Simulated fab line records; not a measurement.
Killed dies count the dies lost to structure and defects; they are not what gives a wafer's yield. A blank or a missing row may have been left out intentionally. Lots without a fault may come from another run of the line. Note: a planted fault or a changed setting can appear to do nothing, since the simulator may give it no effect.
Chamber matching + flow gf180mcu + 4 sister chambers for GF_V4_CMP_26 on cmp-02
The step polishes, stops on SiO2, t overpolish 15 s, target thk 0 nm. 8 wafers are shown with their chamber, then 10 later ones without.

== WAFERS, EACH WITH ITS CHAMBER ==
| wafer  | chamber | motor-current-A (A) | time-to-endpoint-s (s) |
|--------|---------|---------------------|------------------------|
| L492.3 | 3       | 10.1                | 77                     |
| L492.5 | 3       | 9.8                 | 77                     |
| L494.2 | 2       | 12.7                | 82                     |
| L495.2 | 1       | 10.9                | 84                     |
| L495.4 | 2       | 11.2                | 84                     |
| L495.6 | 0       | 10.7                | 90                     |
| L498.1 | 0       | 10.9                | 93                     |
| L498.2 | 1       | 11.5                | 88                     |

== WAFERS WITH NO CHAMBER GIVEN ==
| wafer  | motor-current-A (A) | time-to-endpoint-s (s) |
|--------|---------------------|------------------------|
| L498.3 | 12.1                | 88                     |
| L499.3 | 10.1                | 90                     |
| L499.4 | 11.0                | 89                     |
| L499.5 | 12.6                | 86                     |
| L501.2 | 9.8                 | 78                     |
| L501.5 | 9.7                 | 78                     |
| L501.6 | 12.0                | 91                     |
| L506.1 | 11.6                | 87                     |
| L506.4 | 10.5                | 93                     |
| L506.6 | 12.5                | 90                     |

== WHICH CHAMBER EACH ONE RAN IN ==
| wafer  | from the rows above          | in truth |
|--------|------------------------------|----------|
| L498.3 | can't be placed: 1 or 2 or 0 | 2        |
| L499.3 | can't be placed: 0 or 1      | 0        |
| L499.4 | can't be placed: 0 or 1      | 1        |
| L499.5 | can't be placed: 2 or 1      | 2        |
| L501.2 | 3                            | 3        |
| L501.5 | 3                            | 3        |
| L501.6 | can't be placed: 0 or 1      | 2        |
| L506.1 | can't be placed: 1 or 2 or 0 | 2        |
| L506.4 | 0                            | 0        |
| L506.6 | can't be placed: 0 or 1 or 2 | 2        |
Correctly placed: 3 of 10. These rows do not allow placing 7 (true chamber among the candidates in 6). 0 placed wrongly.
How it was worked out, from the rows above alone: a wafer's distance from a chamber is the root of the sum, over the readings, of the square of ((its reading less the chamber's mean) divided by the reading's scatter). If the next closest chamber is less than 2 further off than the closest, the wafer can't be placed; otherwise it belongs to the closest. A chamber's mean is the mean of its shown wafers. The scatter: take each reading less its chamber's mean, square it, sum over the shown wafers, divide by the number of wafers less the number of chambers, and take the root.
